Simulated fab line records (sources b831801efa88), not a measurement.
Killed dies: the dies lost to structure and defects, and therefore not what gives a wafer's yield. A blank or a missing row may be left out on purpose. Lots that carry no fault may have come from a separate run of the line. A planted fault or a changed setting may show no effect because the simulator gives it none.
The tool behind it: which one?	flow gf180mcu	Sampling: 6 lots, 18 wafers, 3 of 602 route steps

== WHAT THE GAUGES READ, wafer by wafer ==
GF_LVPWELL_TW_MEAS_11.
lot	measured	on	LVPWELL_TW
L303	day 4 19:49	filmMetro-04	568 568 567
L305	day 5 09:10	filmMetro-02	566 569 568
L307	day 5 18:26	filmMetro-03	562 561 562
L312	day 6 20:44	filmMetro-03	563 563 562
L316	day 7 19:40	filmMetro-04	572 572 574
L318	day 8 10:14	filmMetro-02	686 686 683

== EACH LOT AND THE TOOL THAT RAN IT (in order: tool; ch and the chambers of the sampled wafers; start) ==
lot	GF_STI_ETCH_13	GF_LVPWELL_IMPLANT_08
L303	rieDiel-01 ch 0,2, day 2 21:34	implanter-01 ch 0, day 4 19:26
L305	rieDiel-02 ch 0,2,3, day 3 09:40	implanter-03 ch 0, day 5 08:47
L307	rieDiel-02 ch 0,1, day 3 17:46	implanter-02 ch 0, day 5 18:04
L312	rieDiel-04 ch 1,2,3, day 4 20:25	implanter-03 ch 0, day 6 20:20
L316	rieDiel-02 ch 1,2,3, day 5 16:11	implanter-03 ch 0, day 7 19:17
L318	rieDiel-01 ch 0,1,2, day 6 02:49	implanter-03 ch 0, day 8 09:29
- GF_STI_ETCH_13: etches the open film in CHF3/O2, stops on Si, target depth 282.31 nm, time 112.9 s.
- GF_LVPWELL_IMPLANT_08

== THE ANSWER, worked out from the rows above alone ==
Rule: the usual values come from the lots themselves. Put in order of their means at a reading, lots are off if they are a third of the lots or fewer, leave a main group of 4 or more, and stand apart from it by a gap of 3 or more times the standard deviation of the main group's means; of several such gaps the widest counts. A main group is skipped when, at the precision printed for the reading in the tables above, its means are all equal. Also off: a lot with no number at a reading for which 4 or more lots have one. The other lots that the step has rows for count as sound.
Off: L318, at GF_LVPWELL_TW_MEAS_11 (LVPWELL_TW). Main group: mean 566, sd 4.
A tool fits if, at a process step before that reading, it ran every lot that is off, and no sound lot after the first of them. Gauges at GF_LVPWELL_TW_MEAS_11: tried the same way as those tools. Can't be told from this: 3 tools fit, rieDiel-01 at GF_STI_ETCH_13, implanter-03 at GF_LVPWELL_IMPLANT_08, filmMetro-02 at GF_LVPWELL_TW_MEAS_11.

== WHAT THE SIMULATOR PUT IN ==
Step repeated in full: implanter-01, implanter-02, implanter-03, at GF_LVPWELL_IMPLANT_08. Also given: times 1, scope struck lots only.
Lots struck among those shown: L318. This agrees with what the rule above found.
